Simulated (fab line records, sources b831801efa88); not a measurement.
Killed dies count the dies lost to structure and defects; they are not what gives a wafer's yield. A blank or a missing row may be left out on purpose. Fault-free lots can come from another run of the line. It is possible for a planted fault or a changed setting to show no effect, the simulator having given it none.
One fault seen from 2 desks	flow sky130	each desk holds nothing but its own numbers, with what lay behind them at the end

== METROLOGY DESK ==
Lot by lot, what the gauges showed, no matter which tool ran the lot: averages of those sampled wafers that carry a number. A lot is out of limits, marked OUT, if its mean lies more than 4 standard deviations from the usual mean; the brackets give that distance.
Columns: A = cd_nm at SKY_CONTACT_CD_MEAS_14, usual 170.4 nm; B = VIA2_W_RS at SKY_VIA2_RS_MEAS_22, usual 0.275 ohm/sq; C = cd_nm at SKY_VIA3_CD_MEAS_12, usual 199.8 nm
lot	first seen here	A	B	C
L632	day 31 10:53	170.7	0.274	197.8
L634	day 32 03:18	171.7	0.278	201.0
L637	day 33 14:54	169.5	0.270	198.8
L638	day 33 18:28	171.2	0.275	198.5
L639	day 33 23:38	168.0	0.271	198.9
L641	day 34 16:46	172.9	0.273	198.6
L650	day 37 08:31	170.2	0.279	185.8 (-11) OUT
L651	day 37 14:14	171.8	0.275	187.5 (-9.5) OUT
L653	day 38 08:14	170.6	0.273	199.8
L654	day 38 16:16	170.7	0.278	199.4
L655	day 38 18:46	168.7	0.272	201.7
This desk finds L650, L651 out of limits, L650 being first, at day 44 19:43 (cd_nm at SKY_VIA3_CD_MEAS_12). L632, L634, L637, L638, L639, L641, L653, L654, L655: within limits.

== THE TOOL OWNER'S DESK: krf_scanner-02 ==
The tool's own readings at SKY_VIA3_EXPOSE_09 (exposes mask VIM3, target cd 200 nm): means of the sampled wafers that have a number, for each lot that ran on this tool. A lot is out of limits, marked OUT, if its mean lies more than 4 standard deviations from the usual mean; the brackets give that distance.
Columns: A = focus_offset_nm at SKY_VIA3_EXPOSE_09, usual 0.1 nm
lot	first seen here	A
L637	day 40 22:31	-0.5
L638	day 41 03:23	-0.3
L639	day 41 07:55	0.3
L641	day 41 23:59	-0.1
L650	day 44 08:55	0.1
L651	day 44 13:15	-1.0
Result from this desk: across the 6 lots, nothing is out of limits.

== TAKEN TOGETHER ==
On L650, L651, the metrology desk was in a position to raise an alarm at day 44 19:43.
The desk of the tool owner found nothing out of limits.
The tool owner's desk has L650, L651 on record, within its limits.
All the named lots went through SKY_VIA3_EXPOSE_09 on krf_scanner-02.

== WHAT THE SIMULATOR HAD PUT IN ==
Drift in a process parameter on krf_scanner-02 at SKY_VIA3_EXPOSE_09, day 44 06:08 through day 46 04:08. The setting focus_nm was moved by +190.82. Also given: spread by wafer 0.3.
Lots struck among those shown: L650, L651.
Delay in hours, fault start to first out-of-limits reading, per desk: metrology desk 14.
